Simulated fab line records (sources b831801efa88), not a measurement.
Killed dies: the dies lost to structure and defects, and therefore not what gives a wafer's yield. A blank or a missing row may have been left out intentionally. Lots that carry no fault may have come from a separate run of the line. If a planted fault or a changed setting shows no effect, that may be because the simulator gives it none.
A lot that was struck, set against a sound lot :: flow sky130 :: 23 steps out of a route of 708
Sound: these wafers, L994.2, L994.3, L994.6. Struck: wafer L103.2 (left out: L103.4, L103.5 of the same lot, which were not struck); the cause appears at the end.
Each step with rows lists, per side, the tool, then ch with its chambers, then its first start. Under that, the readings that differ: sound wafers :: struck wafers :: difference of the means :: sigmas: that difference in standard deviations of wafers without a fault.
alike: readings with means less than 2 such deviations apart, plus words and numbers identical on both sides. not compared: withheld readings, readings lacking a value on some wafer, bounds such as >300 that could conceal the same value, and numbers that have no deviation in the record and whose values overlap.
A row with sigmas, a row that says differs or no value, or rows on one side alone: a step with any of these is where the two part. Numbers that don't overlap but have no deviation are shown without sigmas and don't part them. Lack of a reading on every wafer of one side parts them only where that side has two or more wafers.

first, 5 steps without rows for these wafers: SKY_POLY_CUT_COAT_03 (resist thk 450 nm); SKY_POLY_CUT_SOFTBAKE_04 (time 90 s); SKY_POLY_CUT_EXPOSE_05 (exposes mask NPCM, target cd 270 nm); SKY_POLY_CUT_PEB_06; SKY_POLY_CUT_DEVELOP_07 (develop time 60 s).
SKY_POLY_CUT_CD_MEAS_08: the cd target is 270 nm.
  struck on cd sem-02, day 31 03:13; sound on cd sem-02, day 27 18:50
reading: cd nm (nm)
sound: 269.4 270.7 269.8
struck: 273.3
difference: +3.3
sigmas: +2
SKY_POLY_CUT_OVL_MEAS_09:
  struck on overlay-02, day 31 03:20; sound on overlay-01, day 27 18:56
  alike: POLY_CUT_OVL
SKY_POLY_CUT_ETCH_10: etches BARC in N2/H2, stops on SiO2, time 45.9 s, target depth 60 nm.
  sound on rie diel-02 ch 0,2,3, day 27 18:58; struck on rie diel-03 ch 3, day 31 03:22
  alike: drypump motor current A, oes product au, throttle valve pct
  not compared: rf hours counter h
SKY_POLY_CUT_ETCH_11: etches Si3N4 in CF4/CH2F2/Ar, stops on poly-Si, time 42.5 s, target depth 60 nm.
  sound on rie diel-02 ch 0,2,3, day 27 19:01; struck on rie diel-03 ch 3, day 31 03:24
  alike: drypump motor current A, oes product au, throttle valve pct
  not compared: rf hours counter h
SKY_POLY_CUT_STRIP_12: strips in O2/N2.
  sound on plasma asher-04 ch 0,1, day 27 19:03; struck on plasma asher-01 ch 0, day 31 03:26
  alike: drypump motor current A, oes product au, strip time to endpoint s
  not compared: rf hours counter h
then, 2 steps without rows for these wafers: SKY_SD_P_DEHYDRATE_00 (time 60 s); SKY_SD_P_HMDS_01 (prime time 60 s).
SKY_SD_P_COAT_02: resist thk 1140 nm.
  sound on litho track-02 ch 0, day 28 09:11; struck on litho track-01 ch 0, day 31 17:05
reading: model.NOVOLAK_of_SD_P_COAT_02.thk nm (nm)
sound: 1141 1141 1140
struck: 508.5
difference: -632.2
sigmas: 
then, 3 steps without rows for these wafers: SKY_SD_P_SOFTBAKE_03 (time 60 s); SKY_SD_P_EXPOSE_04 (exposes mask PSDM, target cd 380 nm); SKY_SD_P_PEB_05.
SKY_SD_P_DEVELOP_06: develop time 60 s.
  sound on litho track-02 ch 0, day 28 23:38; struck on litho track-02 ch 0, day 32 06:44
reading: model.NOVOLAK_of_SD_P_COAT_02.thk nm (nm)
sound: 1141 1141 1140
struck: 508.1
difference: -632.6
sigmas: 
SKY_SD_P_CD_MEAS_07: the cd target is 380 nm.
  struck on cd sem-02, day 32 06:52; sound on cd sem-02, day 28 23:46
reading: cd nm (nm)
sound: 381.2 381.6 380.7
struck: 468.7
difference: +87.5
sigmas: +34
SKY_SD_P_OVL_MEAS_08:
  struck on overlay-01, day 32 06:59; sound on overlay-01, day 28 23:53
  alike: SD_P_OVL
after that, 1 step had no rows for these wafers: SKY_SD_P_IMPLANT_09.
SKY_SD_P_STRIP_10: strips in O2/N2.
  sound on plasma asher-01 ch 0,1, day 29 00:04; struck on plasma asher-02 ch 1, day 32 07:10
reading: oes product au (a.u.)
sound: 0.619 0.620 0.616
struck: 0.505
difference: -0.113
sigmas: -25

reading: strip time to endpoint s (s)
sound: 17.52 17.50 17.51
struck: 10.21
difference: -7.30
sigmas: -99 or more
  alike: drypump motor current A
  not compared: rf hours counter h
SKY_SD_P_TW_MEAS_11:
  struck on film metro-02, day 32 07:16; sound on film metro-02, day 29 00:10
  alike: SD_P_TW
-- here the record skips 18 days between the struck wafers' starts before and after, leaving off in module SD_P and picking up in module PAD_OPEN (first step shown: number 708 of the route) --
SKY_PAD_OPEN_PROBE_99:
  struck on prober-01, day 50 12:17; sound on prober-02, day 48 12:05
  alike: killed_at_M0_to_M3, killed_at_M4_up, killed at contacts, killed at front end, killed at other, killed dies, killed open, killed short

WHERE THEY PART
Earliest at SKY_POLY_CUT_CD_MEAS_08; latest, in this record, at SKY_SD_P_STRIP_10. Later steps at which nothing parts them and some readings are alike: SKY_SD_P_TW_MEAS_11, SKY_PAD_OPEN_PROBE_99.

WHY: what had been put in by the simulator
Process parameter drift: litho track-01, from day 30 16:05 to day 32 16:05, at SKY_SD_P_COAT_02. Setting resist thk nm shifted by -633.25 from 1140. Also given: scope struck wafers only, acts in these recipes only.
